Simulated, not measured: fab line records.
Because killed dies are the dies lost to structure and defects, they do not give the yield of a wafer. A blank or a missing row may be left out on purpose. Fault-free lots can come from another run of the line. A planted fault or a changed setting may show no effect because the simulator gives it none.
fab line records + flow sky130
[record]
- lots = 6
- wafers = 18
- last_day = 49
route steps=708 shown METAL3@555 PAD_OPEN@708
lots with no fault: from the same line, run without faults
start_h: the number of hours between the record's first day and the start of the first shown wafer of the lot + wait_h: hours elapsed since this lot's preceding step + " unchanged from the row above + L1.1+2: a row that stands for several wafers + - either no value or no given start + * or withheld: withheld + < > ~ a bound
route shown NAME@n: a module of which the file shows steps, and the number in the route of the first + usual: mean/standard deviation taken from wafers without a fault + same: alike in all rows + chamber/n: place in a boat + sites: readings site by site + _std_site: their standard deviation + _edge_site: the outer-site mean with the inner-site mean subtracted + radius_mm: for every site, how far away it sits from the centre of the wafer + mask NAME#n: copy n + behind: tool/chamber where the wafer was last shaped + hold: the reason the lot was held/the length of the hold in hours/how it ended + device: the n, p or np transistor that did not switch + end of line: tests run on the same wafers once the route is complete + for a step that has no rows: nothing shown but its recipe + killed: dies that structure and defects cost at the first sort, which is not the same as the wafer's yield + map: per-die view of a wafer (x killed, . not killed, _ where there is no die)
set.NAME: the setting that was run; set.NAME@STEP: the one run at that earlier step + model.NAME: the simulator's own value behind a step, which no gauge read
lots at some steps of the route; a table a step, a row a wafer
services: from which hour (start_h, from the record's first day; less than 0 if before it) a tool's chamber was out of use, for how many hours, and why
[[steps]]
[step SKY_METAL3_DEHYDRATE_05]
[recipe]
- temp_c = 200
- time_s = 60
[step SKY_METAL3_HMDS_06]
[recipe]
- prime_time_s = 60
- prime_temp_c = 120
[step SKY_METAL3_COAT_07]
[recipe]
- resist = BARC
- temp_c = withheld
- time_s = withheld
- spin_rpm = 3027
- resist_thk_nm = 60
[step SKY_METAL3_COAT_08]
[recipe]
- resist = KrF-thick
- spin_rpm = 3000
- resist_thk_nm = 1140
[step SKY_METAL3_SOFTBAKE_09]
[recipe]
- temp_c = 100
- time_s = 90
- resist = KrF-thick
[step SKY_METAL3_EXPOSE_10]
[recipe]
- mask_id = MM3
- na = 0.68
- source_shape = annular
- sigma_inner = 0.4
- sigma_outer = 0.8
- target_cd_nm = 300
- dose_mj = 28
[step SKY_METAL3_PEB_11]
[recipe]
- peb_temp_c = withheld
- peb_time_s = withheld
- resist = KrF-thick
[step SKY_METAL3_DEVELOP_12]
[recipe]
- develop_time_s = 60
- resist = KrF-thick
- dev_temp_c = 21
[step SKY_METAL3_CD_MEAS_13]
[recipe]
- target_cd_nm = 300
[usual]
- cd_nm = 299.4/1.3
| lot.wafer | tool      | chamber | start_h | wait_h | cd_nm |
|-----------|-----------|---------|---------|--------|-------|
| L739.3    | cd_sem-02 | -       | 913.85  | -      | 301.6 |
| L739.4    | "         | -       | "       | "      | 301.7 |
| L739.6    | "         | -       | "       | "      | 301.2 |
| L743.2    | cd_sem-01 | -       | 955.28  | -      | 300.6 |
| L743.3    | "         | -       | "       | "      | 300.2 |
| L743.6    | "         | -       | "       | "      | 300.0 |
| L747.2    | cd_sem-02 | -       | 982.30  | -      | 297.2 |
| L747.4    | "         | -       | "       | "      | 297.9 |
| L747.6    | "         | -       | "       | "      | 297.9 |
| L753.1    | cd_sem-01 | -       | 1024.86 | -      | 300.7 |
| L753.5    | "         | -       | "       | "      | 300.3 |
| L753.6    | "         | -       | "       | "      | 300.2 |
| L755.1    | cd_sem-02 | -       | 1033.21 | -      | 299.4 |
| L755.3    | "         | -       | "       | "      | 300.9 |
| L755.6    | "         | -       | "       | "      | 300.6 |
| L757.4    | cd_sem-01 | -       | 1040.89 | -      | 298.5 |
| L757.5    | "         | -       | "       | "      | 298.9 |
| L757.6    | "         | -       | "       | "      | 298.8 |
[step SKY_METAL3_OVL_MEAS_14]
[usual]
- METAL3_OVL = 1/4.9
| lot.wafer | tool       | chamber | start_h | wait_h | METAL3_OVL[nm] |
|-----------|------------|---------|---------|--------|----------------|
| L739.3    | overlay-02 | -       | 913.95  | 0.1    | 4              |
| L739.4    | "          | -       | "       | "      | 8              |
| L739.6    | "          | -       | "       | "      | 3              |
| L743.2    | overlay-01 | -       | 955.39  | 0.1    | 1              |
| L743.3    | "          | -       | "       | "      | 2              |
| L743.6    | "          | -       | "       | "      | -2             |
| L747.2    | overlay-01 | -       | 982.41  | 0.1    | -3             |
| L747.4    | "          | -       | "       | "      | -4             |
| L747.6    | "          | -       | "       | "      | -6             |
| L753.1    | overlay-02 | -       | 1024.98 | 0.1    | -5             |
| L753.5    | "          | -       | "       | "      | -4             |
| L753.6    | "          | -       | "       | "      | -2             |
| L755.1    | overlay-02 | -       | 1033.33 | 0.1    | 1              |
| L755.3    | "          | -       | "       | "      | 7              |
| L755.6    | "          | -       | "       | "      | 3              |
| L757.4    | overlay-02 | -       | 1040.97 | 0.1    | 4              |
| L757.5    | "          | -       | "       | "      | 6              |
| L757.6    | "          | -       | "       | "      | -5             |
[step SKY_METAL3_DESCUM_15]
[recipe]
- chemistry = O2
- source_power_w = 150
- bias_power_w = 0
- pressure_mtorr = 10
- temp_c = 40
- time_s = 8
[usual]
- drypump_motor_current_A = 5.6/0.32
- oes_product_au = 1.006/0.0079
- rf_fwd_power_W = 146.9/0.87
| lot.wafer | tool         | chamber | start_h | wait_h | drypump_motor_current_A | oes_product_au | rf_fwd_power_W | rf_hours_counter_h |
|-----------|--------------|---------|---------|--------|-------------------------|----------------|----------------|--------------------|
| L739.3    | rie_metal-04 | 1       | 913.98  | 0.0    | 5.4                     | 1.002          | 147.3          | -                  |
| L739.4    | "            | 0       | "       | "      | 5.4                     | 1.029          | 146.9          | -                  |
| L739.6    | "            | 0       | "       | "      | 5.4                     | 1.008          | 146.9          | -                  |
| L743.2    | rie_metal-01 | 1       | 955.42  | 0.0    | 5.5                     | 1.005          | 145.9          | 7                  |
| L743.3    | "            | 0       | "       | "      | 6.0                     | 1.012          | 147.7          | -                  |
| L743.6    | "            | 1       | "       | "      | 5.5                     | 1.010          | 145.9          | -                  |
| L747.2    | rie_metal-03 | 0       | 982.44  | 0.0    | 6.2                     | 1.021          | 147.8          | 9                  |
| L747.4    | "            | 0       | "       | "      | 6.3                     | 1.011          | 147.6          | -                  |
| L747.6    | "            | 1       | "       | "      | 5.9                     | 1.009          | 145.9          | -                  |
| L753.1    | rie_metal-01 | 1       | 1025.02 | 0.0    | 5.5                     | 0.990          | 146.3          | 12                 |
| L753.5    | "            | 1       | "       | "      | 5.5                     | 1.006          | 146.5          | -                  |
| L753.6    | "            | 1       | "       | "      | 5.5                     | 1.005          | 146.6          | -                  |
| L755.1    | rie_metal-01 | 1       | 1033.37 | 0.0    | 5.4                     | 1.014          | 146.4          | 13                 |
| L755.3    | "            | 1       | "       | "      | 5.5                     | 1.014          | 146.4          | -                  |
| L755.6    | "            | 1       | "       | "      | 5.5                     | 1.004          | 146.2          | -                  |
| L757.4    | rie_metal-01 | 1       | 1041.02 | 0.0    | 5.5                     | 1.001          | 145.7          | -                  |
| L757.5    | "            | 1       | "       | "      | 5.5                     | 1.008          | 146.5          | -                  |
| L757.6    | "            | 1       | "       | "      | 5.5                     | 0.999          | 146.7          | -                  |
[step SKY_METAL3_ETCH_16]
[recipe]
- chemistry = N2/H2
- target = BARC
- ion_energy_ev = 200
- bias_w = 100
- pressure_mtorr = 30
- n2_flow_sccm = 100
- h2_flow_sccm = 200
- icp_w = 500
- stop_on = SiO2
- time_s = 88.2
- target_depth_a = 600
[usual]
- bias_w = 100.04/0.25
- drypump_motor_current_A = 5.6/0.32
- oes_product_au = 0.624/0.0043
- rf_fwd_power_W = 496.3/1.9
- throttle_valve_pct = 13.204/0.0083
| lot.wafer | tool         | chamber | start_h | wait_h | bias_w | drypump_motor_current_A | oes_product_au | rf_fwd_power_W | rf_hours_counter_h | throttle_valve_pct |
|-----------|--------------|---------|---------|--------|--------|-------------------------|----------------|----------------|--------------------|--------------------|
| L739.3    | rie_metal-04 | 1       | 914.03  | 0.0    | 100.22 | 5.4                     | 0.630          | 495.3          | -                  | 13.217             |
| L739.4    | "            | 0       | "       | "      | 100.38 | 5.4                     | 0.628          | 497.0          | -                  | 13.192             |
| L739.6    | "            | 0       | "       | "      | 100.21 | 5.4                     | 0.635          | 494.3          | -                  | 13.207             |
| L743.2    | rie_metal-01 | 1       | 955.45  | 0.0    | 100.17 | 5.5                     | 0.628          | 497.4          | 7                  | 13.209             |
| L743.3    | "            | 0       | "       | "      | 100.44 | 6.0                     | 0.622          | 497.6          | -                  | 13.211             |
| L743.6    | "            | 1       | "       | "      | 100.26 | 5.5                     | 0.621          | 495.7          | -                  | 13.196             |
| L747.2    | rie_metal-03 | 0       | 982.47  | 0.0    | 99.88  | 6.3                     | 0.621          | 496.4          | 9                  | 13.191             |
| L747.4    | "            | 0       | "       | "      | 100.01 | 6.3                     | 0.627          | 496.1          | -                  | 13.211             |
| L747.6    | "            | 1       | "       | "      | 100.07 | 5.9                     | 0.623          | 498.3          | -                  | 13.208             |
| L753.1    | rie_metal-01 | 1       | 1025.08 | 0.1    | 100.05 | 5.5                     | 0.625          | 497.3          | 12                 | 13.209             |
| L753.5    | "            | 1       | "       | "      | 100.31 | 5.5                     | 0.628          | 494.6          | -                  | 13.199             |
| L753.6    | "            | 1       | "       | "      | 100.31 | 5.5                     | 0.622          | 495.5          | -                  | 13.203             |
| L755.1    | rie_metal-01 | 1       | 1033.43 | 0.1    | 100.37 | 5.5                     | 0.621          | 495.5          | 13                 | 13.198             |
| L755.3    | "            | 1       | "       | "      | 99.81  | 5.5                     | 0.624          | 496.4          | -                  | 13.193             |
| L755.6    | "            | 1       | "       | "      | 99.85  | 5.5                     | 0.631          | 496.0          | -                  | 13.190             |
| L757.4    | rie_metal-01 | 1       | 1041.15 | 0.1    | 100.33 | 5.5                     | 0.626          | 491.4          | -                  | 13.207             |
| L757.5    | "            | 1       | "       | "      | 100.06 | 5.5                     | 0.630          | 493.5          | -                  | 13.207             |
| L757.6    | "            | 1       | "       | "      | 100.13 | 5.5                     | 0.629          | 493.9          | -                  | 13.204             |
[step SKY_METAL3_ETCH_17]
[recipe]
- target = SiO2
- stop_on = TiN
- chemistry = C4F8/O2/Ar
- source_w = 1500
- bias_w = 1200
- pressure_mtorr = 40
- c4f8_flow_sccm = withheld
- O2_flow_sccm = 6
- Ar_flow_sccm = 300
- time_s = 3.9
- target_depth_a = 150
[usual]
- bias_w = 1200/4.4
- oes_product_au = 0.755/0.0071
- rf_fwd_power_W = 1466/7.5
| lot.wafer | tool        | chamber | start_h | wait_h | bias_w | oes_product_au | rf_fwd_power_W | rf_hours_counter_h |
|-----------|-------------|---------|---------|--------|--------|----------------|----------------|--------------------|
| L739.3    | rie_diel-02 | 0       | 914.10  | 0.0    | 1201   | 0.755          | 1461           | 12                 |
| L739.4    | "           | 3       | "       | "      | 1203   | 0.766          | 1480           | 5                  |
| L739.6    | "           | 1       | "       | "      | 1203   | 0.765          | 1468           | -                  |
| L743.2    | rie_diel-04 | 1       | 955.55  | 0.1    | 1195   | 0.761          | 1225           | 13                 |
| L743.3    | "           | 3       | "       | "      | 1201   | 0.765          | 1233           | 3                  |
| L743.6    | "           | 1       | "       | "      | 1200   | 0.754          | 1221           | -                  |
| L747.2    | rie_diel-04 | 3       | 982.57  | 0.1    | 1197   | 0.764          | 1233           | 4                  |
| L747.4    | "           | 0       | "       | "      | 1194   | 0.766          | 1233           | 12                 |
| L747.6    | "           | 1       | "       | "      | 1215   | 0.758          | 1226           | -                  |
| L753.1    | rie_diel-02 | 1       | 1025.28 | 0.2    | 1200   | 0.752          | 1462           | 4                  |
| L753.5    | "           | 1       | "       | "      | 1205   | 0.759          | 1466           | -                  |
| L753.6    | "           | 0       | "       | "      | 1207   | 0.760          | 1471           | -                  |
| L755.1    | rie_diel-02 | 1       | 1033.63 | 0.2    | 1197   | 0.761          | 1456           | 4                  |
| L755.3    | "           | 3       | "       | "      | 1204   | 0.751          | 1481           | 8                  |
| L755.6    | "           | 2       | "       | "      | 1194   | 0.750          | 1467           | -                  |
| L757.4    | rie_diel-04 | 2       | 1041.25 | 0.1    | 1204   | 0.758          | 1457           | 19                 |
| L757.5    | "           | 0       | "       | "      | 1201   | 0.752          | 1479           | -                  |
| L757.6    | "           | 1       | "       | "      | 1193   | 0.752          | 1473           | -                  |
[step SKY_METAL3_METAL_ETCH_18]
[recipe]
- target_depth_a = 8450
- stop_on = SiO2
- over_etch_frac = 0.3
- time_s = 183.1
- chemistry = Cl2/BCl3
- resist_sidewall_deg = 88
- pressure_mtorr = 10
- icp_w = 900
- bias_w = 48.5
- Cl2_flow_sccm = 60
- bcl3_flow_sccm = 30
[usual]
- bias_w = 48.52/0.14
- drypump_motor_current_A = 5.8/0.33
- mfc_cl2_sccm = 59.98/0.18
- oes_product_au = 0.865/0.0056
- rf_fwd_power_W = 896.4/2.7
- throttle_valve_pct = 22.265/0.0095
| lot.wafer | tool         | chamber | start_h | wait_h | bias_w | drypump_motor_current_A | mfc_cl2_sccm | oes_product_au | rf_fwd_power_W | rf_hours_counter_h | throttle_valve_pct |
|-----------|--------------|---------|---------|--------|--------|-------------------------|--------------|----------------|----------------|--------------------|--------------------|
| L739.3    | rie_metal-01 | 1       | 914.18  | 0.1    | 48.46  | 5.5                     | 60.12        | 0.861          | 895.0          | -                  | 22.271             |
| L739.4    | "            | 0       | "       | "      | 48.65  | 6.0                     | 60.10        | 0.868          | 895.6          | -                  | 22.284             |
| L739.6    | "            | 1       | "       | "      | 48.62  | 5.5                     | 60.16        | 0.876          | 899.1          | -                  | 22.264             |
| L743.2    | rie_metal-03 | 1       | 955.57  | 0.0    | 48.36  | 5.9                     | 60.14        | 0.862          | 895.7          | 16                 | 22.276             |
| L743.3    | "            | 1       | "       | "      | 48.65  | 5.9                     | 60.30        | 0.857          | 895.6          | -                  | 22.284             |
| L743.6    | "            | 0       | "       | "      | 48.82  | 6.3                     | 59.97        | 0.864          | 896.6          | -                  | 22.256             |
| L747.2    | rie_metal-01 | 1       | 982.59  | 0.0    | 48.63  | 5.5                     | 59.95        | 0.867          | 897.4          | 9                  | 22.276             |
| L747.4    | "            | 0       | "       | "      | 48.60  | 5.9                     | 60.03        | 0.860          | 892.6          | -                  | 22.260             |
| L747.6    | "            | 1       | "       | "      | 48.55  | 5.5                     | 59.80        | 0.864          | 895.0          | -                  | 22.274             |
| L753.1    | rie_metal-04 | 1       | 1025.30 | 0.0    | 48.48  | 5.4                     | 60.01        | 0.876          | 896.9          | 15                 | 22.277             |
| L753.5    | "            | 0       | "       | "      | 48.43  | 5.4                     | 59.91        | 0.880          | 896.5          | -                  | 22.278             |
| L753.6    | "            | 1       | "       | "      | 48.87  | 5.4                     | 60.18        | 0.870          | 897.7          | -                  | 22.273             |
| L755.1    | rie_metal-03 | 0       | 1033.65 | 0.0    | 48.72  | 6.2                     | 60.24        | 0.865          | 893.9          | 12                 | 22.260             |
| L755.3    | "            | 1       | "       | "      | 48.56  | 5.9                     | 59.95        | 0.873          | 898.3          | -                  | 22.267             |
| L755.6    | "            | 0       | "       | "      | 48.53  | 6.2                     | 59.99        | 0.865          | 896.6          | -                  | 22.253             |
| L757.4    | rie_metal-03 | 0       | 1041.33 | 0.1    | 48.37  | 6.3                     | 60.09        | 0.874          | 900.3          | -                  | 22.265             |
| L757.5    | "            | 1       | "       | "      | 48.56  | 5.9                     | 60.13        | 0.867          | 895.7          | -                  | 22.293             |
| L757.6    | "            | 0       | "       | "      | 48.33  | 6.3                     | 60.08        | 0.865          | 899.2          | -                  | 22.267             |
[step SKY_PAD_OPEN_PROBE_99]
[usual]
- defect_limited_yield = 82.1/1.8
- killed_at_M0_to_M3 = 45/6.9
- killed_at_M4_up = 3.2/1.8
- killed_at_contacts = 25/5.3
- killed_at_front_end = 16/4.3
- killed_at_other = 0.2/0.52
- killed_dies = 88/8.7
- killed_open = 48/6.5
- killed_short = 40/6
- sort_bin_3_pad_short = 0.9/0.4
- sort_bin_5_function = 10.8/1.5
- sort_bin_6_memory = 6.3/1
- sort_n_pass = 404/8.7
- sort_yield_pct = 82.1/1.8
[same]
- gross_dies = 492
- killed_at_back_side = 0
- sort_bin_4_leakage[%] = 0
- sort_bin_8_speed[%] = 0
| lot.wafer | tool      | chamber | start_h | wait_h | defect_limited_yield[%] | killed_at_M0_to_M3 | killed_at_M4_up | killed_at_contacts | killed_at_front_end | killed_at_other | killed_dies | killed_open | killed_short | sort_bin_3_pad_short[%] | sort_bin_5_function[%] | sort_bin_6_memory[%] | sort_n_pass | sort_yield_pct[%] |
|-----------|-----------|---------|---------|--------|-------------------------|--------------------|-----------------|--------------------|---------------------|-----------------|-------------|-------------|--------------|-------------------------|------------------------|----------------------|-------------|-------------------|
| L739.3    | prober-01 | -       | 1083.93 | 0.2    | 85.6                    | 32                 | 2               | 21                 | 16                  | 0               | 71          | 47          | 23           | 1.0                     | 8.7                    | 4.7                  | 421         | 85.6              |
| L739.4    | prober-01 | -       | 1083.98 | 0.2    | 83.3                    | 49                 | 1               | 23                 | 8                   | 1               | 82          | 45          | 36           | 0.4                     | 10.4                   | 5.9                  | 410         | 83.3              |
| L739.6    | prober-01 | -       | 1084.08 | 0.2    | 84.8                    | 32                 | 7               | 22                 | 14                  | 0               | 75          | 35          | 39           | 1.0                     | 10.0                   | 4.3                  | 417         | 84.8              |
| L743.2    | prober-01 | -       | 1117.07 | 0.1    | 78.7                    | 53                 | 4               | 31                 | 16                  | 1               | 105         | 53          | 51           | 0.8                     | 13.4                   | 7.1                  | 387         | 78.7              |
| L743.3    | prober-01 | -       | 1117.12 | 0.2    | 79.3                    | 49                 | 3               | 22                 | 28                  | 0               | 102         | 46          | 55           | 0.8                     | 14.2                   | 5.7                  | 390         | 79.3              |
| L743.6    | prober-01 | -       | 1117.27 | 0.2    | 81.3                    | 49                 | 2               | 29                 | 12                  | 0               | 92          | 42          | 50           | 0.8                     | 10.8                   | 7.1                  | 400         | 81.3              |
| L747.2    | prober-01 | -       | 1136.68 | 0.1    | 80.9                    | 40                 | 6               | 30                 | 18                  | 0               | 94          | 58          | 36           | 1.0                     | 12.2                   | 5.9                  | 398         | 80.9              |
| L747.4    | prober-01 | -       | 1136.78 | 0.2    | 81.3                    | 54                 | 3               | 18                 | 17                  | 0               | 92          | 55          | 36           | 0.4                     | 12.4                   | 5.9                  | 400         | 81.3              |
| L747.6    | prober-01 | -       | 1136.88 | 0.2    | 82.7                    | 45                 | 3               | 17                 | 19                  | 1               | 85          | 50          | 35           | 0.8                     | 12.0                   | 4.5                  | 407         | 82.7              |
| L755.1    | prober-01 | -       | 1181.34 | 0.1    | 81.3                    | 44                 | 8               | 25                 | 15                  | 0               | 92          | 50          | 41           | 1.0                     | 13.6                   | 4.1                  | 400         | 81.3              |
| L755.3    | prober-01 | -       | 1181.44 | 0.2    | 81.3                    | 49                 | 1               | 27                 | 15                  | 0               | 92          | 46          | 46           | 1.2                     | 12.2                   | 5.3                  | 400         | 81.3              |
| L755.6    | prober-01 | -       | 1181.59 | 0.2    | 80.7                    | 66                 | 4               | 16                 | 9                   | 0               | 95          | 47          | 48           | 1.2                     | 12.4                   | 5.7                  | 397         | 80.7              |
| L757.4    | prober-01 | -       | 1183.59 | 0.2    | 81.9                    | 50                 | 3               | 20                 | 15                  | 1               | 89          | 49          | 39           | 1.2                     | 9.6                    | 7.3                  | 403         | 81.9              |
| L757.5    | prober-01 | -       | 1183.64 | 0.2    | 81.9                    | 48                 | 1               | 23                 | 17                  | 0               | 89          | 44          | 45           | 1.2                     | 11.2                   | 5.7                  | 403         | 81.9              |
| L757.6    | prober-01 | -       | 1183.69 | 0.2    | 83.5                    | 39                 | 4               | 29                 | 9                   | 0               | 81          | 41          | 40           | 0.8                     | 9.6                    | 6.1                  | 411         | 83.5              |
// killed by level:class
L739.3 CONTACT:geometric_particle:open=10 VIA1:geometric_particle:open=10 POLY_GATE:geometric_particle:open=7 VIA2:geometric_particle:open=5 FIELD_ISO:geometric_particle:open=4 LI_CONTACT:geometric_particle:short=4 LOCAL_INTERCONNECT:geometric_particle:short=4 METAL1:geometric_particle:short=4
L739.4 VIA1:geometric_particle:open=14 CONTACT:geometric_particle:open=8 VIA1:geometric_particle:short=8 LI_CONTACT:geometric_particle:open=7 VIA3:geometric_particle:open=6 CONTACT:geometric_particle:short=5 METAL1:geometric_particle:short=4 VIA2:geometric_particle:short=4
L739.6 LI_CONTACT:geometric_particle:open=6 LOCAL_INTERCONNECT:geometric_particle:short=6 VIA1:geometric_particle:short=6 VIA3:geometric_particle:open=6 CONTACT:geometric_particle:open=5 FIELD_ISO:geometric_particle:short=4 VIA2:geometric_particle:open=4 VIA1:geometric_particle:open=4
L743.2 VIA1:geometric_particle:open=12 CONTACT:geometric_particle:open=9 METAL1:geometric_particle:short=9 LI_CONTACT:geometric_particle:short=8 VIA2:geometric_particle:open=8 LI_CONTACT:geometric_particle:open=8 METAL2:geometric_particle:short=7 FIELD_ISO:geometric_particle:open=5
L743.3 FIELD_ISO:geometric_particle:open=9 METAL2:geometric_particle:short=8 METAL1:geometric_particle:short=7 VIA1:geometric_particle:open=7 FIELD_ISO:geometric_particle:short=6 LI_CONTACT:geometric_particle:short=6 LI_CONTACT:geometric_particle:open=6 VIA2:geometric_particle:open=6
L743.6 VIA1:geometric_particle:open=9 LI_CONTACT:geometric_particle:open=7 LOCAL_INTERCONNECT:geometric_particle:short=7 METAL1:geometric_particle:short=7 VIA2:geometric_particle:open=7 CONTACT:geometric_particle:short=6 CONTACT:geometric_particle:open=6 VIA1:geometric_particle:short=6
L747.2 VIA1:geometric_particle:open=12 CONTACT:geometric_particle:open=11 LI_CONTACT:geometric_particle:open=8 FIELD_ISO:geometric_particle:open=5 VIA1:geometric_particle:short=5 FIELD_ISO:geometric_particle:short=4 POLY_GATE:geometric_particle:open=4 VIA3:geometric_particle:open=4
L747.4 VIA1:geometric_particle:open=14 VIA3:geometric_particle:open=10 CONTACT:geometric_particle:open=9 VIA2:geometric_particle:open=7 VIA1:geometric_particle:short=6 FIELD_ISO:geometric_particle:short=5 FIELD_ISO:geometric_particle:open=4 POLY_GATE:geometric_particle:short=4
L747.6 VIA1:geometric_particle:open=12 FIELD_ISO:geometric_particle:open=6 VIA2:geometric_particle:open=6 CONTACT:geometric_particle:open=6 METAL1:geometric_particle:short=6 METAL2:geometric_particle:short=6 VIA3:geometric_particle:open=6 LI_CONTACT:geometric_particle:open=4
L755.1 CONTACT:geometric_particle:open=12 VIA3:geometric_particle:open=7 VIA1:geometric_particle:open=7 VIA3:geometric_particle:short=7 LI_CONTACT:geometric_particle:open=6 METAL2:geometric_particle:short=6 POLY_GATE:geometric_particle:open=5 METAL4:geometric_particle:short=5
L755.3 METAL1:geometric_particle:short=9 VIA1:geometric_particle:open=8 LI_CONTACT:geometric_particle:open=7 LOCAL_INTERCONNECT:geometric_particle:short=6 CONTACT:geometric_particle:open=6 VIA2:geometric_particle:open=6 FIELD_ISO:geometric_particle:short=5 VIA1:geometric_particle:short=5
L755.6 VIA3:geometric_particle:open=13 VIA1:geometric_particle:open=9 METAL2:geometric_particle:short=7 METAL1:geometric_particle:short=7 CONTACT:geometric_particle:open=6 VIA2:geometric_particle:short=6 VIA1:geometric_particle:short=6 VIA3:geometric_particle:short=6
L757.4 VIA3:geometric_particle:open=10 CONTACT:geometric_particle:open=9 VIA1:geometric_particle:open=9 VIA3:geometric_particle:short=6 VIA2:geometric_particle:open=6 METAL1:geometric_particle:short=6 POLY_GATE:geometric_particle:open=5 VIA1:geometric_particle:short=5
L757.5 CONTACT:geometric_particle:open=11 METAL2:geometric_particle:short=8 VIA1:geometric_particle:open=7 VIA3:geometric_particle:short=6 POLY_GATE:geometric_particle:short=6 VIA3:geometric_particle:open=6 FIELD_ISO:geometric_particle:open=4 POLY_GATE:geometric_particle:open=4
L757.6 CONTACT:geometric_particle:open=16 METAL2:geometric_particle:short=7 METAL3:geometric_particle:short=6 VIA2:geometric_particle:open=5 LOCAL_INTERCONNECT:geometric_particle:short=5 METAL1:geometric_particle:short=5 VIA3:geometric_particle:open=4 CONTACT:geometric_particle:short=4
[[services]]
| tool         | chamber | start_h | hours | kind           |
|--------------|---------|---------|-------|----------------|
| rie_diel-02  | -       | 896.32  | 1.2   | repair         |
| rie_diel-04  | 0       | 915.29  | 6.4   | repair         |
| rie_metal-04 | 0       | 915.37  | -     | clean          |
| rie_metal-04 | 0       | 915.37  | 20.5  | scheduled_down |
| rie_metal-04 | 0       | 915.37  | 20.5  | vent_cycle     |
| rie_diel-02  | 1       | 922.30  | 7.3   | repair         |
| rie_diel-02  | 1       | 945.83  | 2.0   | repair         |
| rie_metal-03 | -       | 958.82  | 1.4   | repair         |
| rie_diel-02  | 3       | 985.47  | 28.2  | repair         |
| rie_metal-04 | -       | 997.16  | 0.6   | repair         |
| rie_metal-04 | -       | 999.64  | 3.3   | repair         |
| rie_metal-03 | -       | 1013.87 | 2.8   | pm             |
| rie_metal-04 | -       | 1014.81 | 4.3   | pm             |
| rie_metal-01 | 0       | 1016.72 | -     | clean          |
| rie_metal-01 | 0       | 1016.72 | 38.0  | scheduled_down |
| rie_metal-01 | 0       | 1016.72 | 38.0  | vent_cycle     |
| rie_metal-03 | -       | 1017.03 | 0.9   | repair         |
[[key]]
[first_sign]
- step = SKY_METAL3_ETCH_17
- reading = rf_fwd_power_W
- direction = down
- sigmas = 32
- usual = 1466
- struck = 1228
effect none on later readings
met_at SKY_METAL3_ETCH_17
struck_wafers L743.2,L743.3,L743.6,L747.2,L747.4,L747.6
[fault]
- kind = process_parameter_drift
- tool = rie_diel-04
- chamber = -
- onset_h = 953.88
- steps = SKY_METAL3_ETCH_17
- channel = source_w
- offset = -240
- shape = step
- end_h = 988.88
- acts_in = these_recipes_only
- stated = 1500
